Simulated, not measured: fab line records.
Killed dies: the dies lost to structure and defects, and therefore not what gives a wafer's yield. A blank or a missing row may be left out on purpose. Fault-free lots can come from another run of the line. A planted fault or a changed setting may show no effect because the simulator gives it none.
Struck lot and sound lot, side by side	flow sky130	18 steps out of a route of 708
Sound: these wafers, L180.1, L180.3, L180.6. Wafers struck: L190.1, L190.2, L190.3. Last of all comes the cause.
Per side, at each step with rows, come the tool, then ch with its chambers, and then its first start. Under that, the readings that differ: sound wafers	struck wafers	difference of the means	sigmas: that difference in standard deviations of wafers without a fault.
alike: a reading whose means differ by less than 2 such deviations, as well as words and numbers matching on both sides. not compared: withheld readings; readings where some wafer has no value; bounds like >300 that might hide an equal value; numbers whose values overlap and for which the record gives no deviation.
Wherever a step has rows on one side only, a row that says differs or no value, or a row with sigmas, the two part there. Non-overlapping numbers with no deviation appear without sigmas and do not part them. A reading missing from all wafers of one side parts the sides only when that side holds two or more wafers.

first, 3 steps without rows for these wafers: SKY_SONOS_ONO_WET_ETCH_18 (etches Si3N4 in H3PO4, target depth 15 nm, time 172 s); SKY_GATE_OXIDE_CLEAN_00 (cleans in SC1/SC2, time 150 s); SKY_GATE_OXIDE_OXIDATION_01 (stabilise 600 s, purge 300 s, target thk 10.268 nm).
SKY_GATE_OXIDE_THK_MEAS_02:
  sound on film-metro-03 at day 16 01:46; struck on film-metro-03 at day 19 20:14
  alike: GATE_OXIDE_OXIDATION_00_THK
then, 7 steps without rows for these wafers: SKY_GATE_OXIDE_DEHYDRATE_03 (time 60 s); SKY_GATE_OXIDE_HMDS_04 (prime time 60 s); SKY_GATE_OXIDE_COAT_05 (resist thk 1140 nm); SKY_GATE_OXIDE_SOFTBAKE_06 (time 60 s); SKY_GATE_OXIDE_EXPOSE_07 (exposes mask LVOM, target cd 600 nm); SKY_GATE_OXIDE_PEB_08; SKY_GATE_OXIDE_DEVELOP_09 (develop time 60 s).
SKY_GATE_OXIDE_OVL_MEAS_10:
  sound on overlay-02 at day 17 06:13; struck on overlay-02 at day 21 02:21
reading	sound	struck	difference	sigmas
GATE_OXIDE_OVL (nm)	2.2 1.5 2.5	-2.0 -1.2 -0.7	-3.4	-3
SKY_GATE_OXIDE_IMPLANT_11:
  sound on implanter-01 ch 0, day 17 06:15; struck on implanter-04 ch 0, day 21 02:23
reading	sound	struck	difference	sigmas
beam-on-s (s)	9.76 9.93 9.94	11.36 11.12 11.44	+1.43	+8
faraday-current-uA	15.23 15.04 15.00	13.16 13.31 13.08	-1.91	-7
  alike: beam-energy-keV
then, 1 step without rows for these wafers: SKY_GATE_OXIDE_WET_ETCH_12 (etches SiO2 in dHF, target depth 16.8 nm, time 336 s).
SKY_GATE_OXIDE_STRIP_13: strips in O2/N2.
  sound on plasma-asher-04 ch 0,1, day 17 06:35; struck on plasma-asher-02 ch 0,1, day 21 02:41
  alike: drypump-motor-current-A, oes-product-au, strip-time-to-endpoint-s
  not compared: rf-hours-counter-h
SKY_GATE_OXIDE_TW_MEAS_14:
  sound on film-metro-03 at day 17 06:41; struck on film-metro-01 at day 21 02:47
reading	sound	struck	difference	sigmas
GATE_OXIDE_TW	227.4 227.3 228.1	235.1 234.8 233.8	+7.0	+5
then, 1 step without rows for these wafers: SKY_GATE_OXIDE_CLEAN_15 (cleans in SC1/SC2, time 150 s).
-- the record jumps here: 29 days lie between the struck wafers' starts before and after (it left off in module GATE_OXIDE and takes up again in module PAD_OPEN, whose first step shown is number 708 of the route) --
SKY_PAD_OPEN_PROBE_99:
  sound on prober-01 at day 48 12:05; struck on prober-02 at day 50 09:29
reading	sound	struck	difference	sigmas
model.etest.tip-p.rs-ohm-sq	6944 6923 6895	6632 6625 6577	-309	
model.etest.pfet_01v8.r-on-ohm-um	2877 2870 2930	2863 2818 2766	-77	
model.etest.pfet_01v8_lvt.drive-ua-um	178.3 180.5 175.8	192.1 192.4 195.5	+15.1	
model.etest.nfet_01v8.drive-ua-um	496.2 496.3 491.8	476.7 485.8 490.4	-10.5	
model.etest.nfet_01v8_turned.drive-ua-um	501.2 498.5 495.6	475.9 486.3 493.3	-13.3	
model.etest.nfet_01v8_swapped.drive-ua-um	492.8 500.9 495.3	474.7 483.5 488.9	-14.0	
model.etest.pfet_01v8.drive-ua-um	193.5 195.2 190.6	202.7 203.3 207.6	+11.4	
  alike: killed_at_M0_to_M3, killed_at_M4_up, killed-at-contacts, killed-at-front-end, killed-at-other, killed-dies, killed-open, killed-short
  not compared: model.etest.nfet_01v8_lvt.drive-ua-um

WHERE THEY PART
First at SKY_GATE_OXIDE_OVL_MEAS_10; last, within this record, at SKY_GATE_OXIDE_TW_MEAS_14. Later steps at which nothing parts them and some readings are alike: SKY_PAD_OPEN_PROBE_99.

WHY: what had been put in by the simulator
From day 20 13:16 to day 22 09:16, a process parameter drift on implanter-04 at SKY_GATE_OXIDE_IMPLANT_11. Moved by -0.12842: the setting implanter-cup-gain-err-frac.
